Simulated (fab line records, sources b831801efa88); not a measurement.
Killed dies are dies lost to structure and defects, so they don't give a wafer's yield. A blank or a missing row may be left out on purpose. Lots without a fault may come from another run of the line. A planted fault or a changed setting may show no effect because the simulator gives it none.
Tool commonality check | flow gf180mcu | 12 lots, 42 wafers sampled

WHY IT WAS OPENED
At GF_V2_CD_MEAS_14 the reading cd_nm is flagged on 2 of 12 lots. Wafers without a fault read 259.8 nm, standard deviation 1.3.
Rule: a lot is flagged when every wafer of it that has a number lies more than 4 standard deviations from that mean, or none has a number. The other lots count as sound.

lot  | measured     | on        | cd_nm (nm), wafer by wafer          | flag
L809 | day 20 05:23 | cd_sem-02 | 259.5 259.5 259.9                   |
L811 | day 21 01:40 | cd_sem-01 | 260.9 261.1 261.4                   |
L812 | day 21 07:18 | cd_sem-02 | 263.0 262.1 264.2                   |
L815 | day 22 11:18 | cd_sem-01 | 252.1 251.6 251.4 252.2 251.8 251.6 | FLAGGED
L818 | day 23 18:29 | cd_sem-01 | 250.2 249.8 248.8 250.3 249.9 248.9 | FLAGGED
L822 | day 25 01:01 | cd_sem-01 | 259.3 259.1 259.4                   |
L827 | day 26 17:42 | cd_sem-01 | 259.7 259.1 258.6                   |
L828 | day 26 18:39 | cd_sem-01 | 259.5 258.4 258.7                   |
L829 | day 27 04:18 | cd_sem-02 | 259.6 260.3 260.1                   |
L830 | day 27 08:40 | cd_sem-02 | 260.9 260.7 261.0                   |
L832 | day 27 19:20 | cd_sem-02 | 257.5 257.1 258.0                   |
L831 | day 27 22:44 | cd_sem-02 | 259.0 257.8 258.6                   |
The numbers of the flagged lots are 250.7 nm on average: -9.1 nm against the usual, or -7 standard deviations.

WHICH TOOL RAN EACH LOT
The record holds 2 process steps before the reading, out of a route of 602 steps. In each cell: the tool, then ch and the chambers that the sampled wafers went through, then the start.
lot  | flag    | GF_M2_SPUTTER_03             | GF_V2_SOFTBAKE_10
L809 |         | pvd_sputter-03, day 18 03:31 | litho_track-03 ch 0, day 19 17:00
L811 |         | pvd_sputter-01, day 18 23:40 | litho_track-03 ch 0, day 20 13:00
L812 |         | pvd_sputter-03, day 19 06:22 | litho_track-04 ch 0, day 20 19:00
L815 | FLAGGED | pvd_sputter-02, day 20 10:22 | litho_track-04 ch 0, day 21 23:00
L818 | FLAGGED | pvd_sputter-03, day 21 19:03 | litho_track-04 ch 0, day 23 06:00
L822 |         | pvd_sputter-02, day 23 03:08 | litho_track-02 ch 0, day 24 14:00
L827 |         | pvd_sputter-01, day 24 22:00 | litho_track-02 ch 0, day 26 07:00
L828 |         | pvd_sputter-03, day 24 22:21 | litho_track-02 ch 0, day 26 08:00
L829 |         | pvd_sputter-03, day 25 08:43 | litho_track-04 ch 0, day 26 17:00
L830 |         | pvd_sputter-01, day 25 14:10 | litho_track-03 ch 0, day 26 22:00
L832 |         | pvd_sputter-03, day 26 01:33 | litho_track-02 ch 0, day 27 09:00
L831 |         | pvd_sputter-03, day 26 05:15 | litho_track-04 ch 0, day 27 12:00
What these steps do:
- GF_M2_SPUTTER_03: material Ti, target thk 10 nm, time 6.7 s.
- GF_V2_SOFTBAKE_10: time 60 s.
- GF_V2_CD_MEAS_14: target cd 260 nm.

FLAGGED OVER TOTAL, TOOL BY TOOL (the gauges that took the reading come last)
step              | tool           | lots run | flagged | share of the flagged lots | sound lots run after its first flagged lot
GF_M2_SPUTTER_03  | pvd_sputter-01 | 3        | 0       | none                      | -
GF_M2_SPUTTER_03  | pvd_sputter-02 | 2        | 1       | some                      | 1 (L822)
GF_M2_SPUTTER_03  | pvd_sputter-03 | 7        | 1       | some                      | 4 (L828,L829,L832,L831)
GF_V2_SOFTBAKE_10 | litho_track-02 | 4        | 0       | none                      | -
GF_V2_SOFTBAKE_10 | litho_track-03 | 3        | 0       | none                      | -
GF_V2_SOFTBAKE_10 | litho_track-04 | 5        | 2       | all                       | 2 (L829,L831)
GF_V2_CD_MEAS_14  | cd_sem-01      | 6        | 2       | all                       | 3 (L822,L827,L828)
GF_V2_CD_MEAS_14  | cd_sem-02      | 6        | 0       | none                      | -

WHAT THE TABLE ALLOWS
2 rows of the table ran every flagged lot: litho_track-04 at GF_V2_SOFTBAKE_10, cd_sem-01 at GF_V2_CD_MEAS_14.
- litho_track-04 at GF_V2_SOFTBAKE_10: 2 of its 5 lots flagged. Sound lots ran on it after the first flagged one (L829, L831), which a lasting fault on the whole tool wouldn't allow. Its own readings lie more than 4 standard deviations out on every wafer of the flagged lots: heater_power_total_W, plate_temp_C.
- cd_sem-01 at GF_V2_CD_MEAS_14: 2 of its 6 lots flagged. Sound lots ran on it after the first flagged one (L822, L827, L828), which a lasting fault on the whole tool wouldn't allow.
No row of the table ran every flagged lot and no sound lot after the first.

WHAT THE SIMULATOR HAD PUT IN
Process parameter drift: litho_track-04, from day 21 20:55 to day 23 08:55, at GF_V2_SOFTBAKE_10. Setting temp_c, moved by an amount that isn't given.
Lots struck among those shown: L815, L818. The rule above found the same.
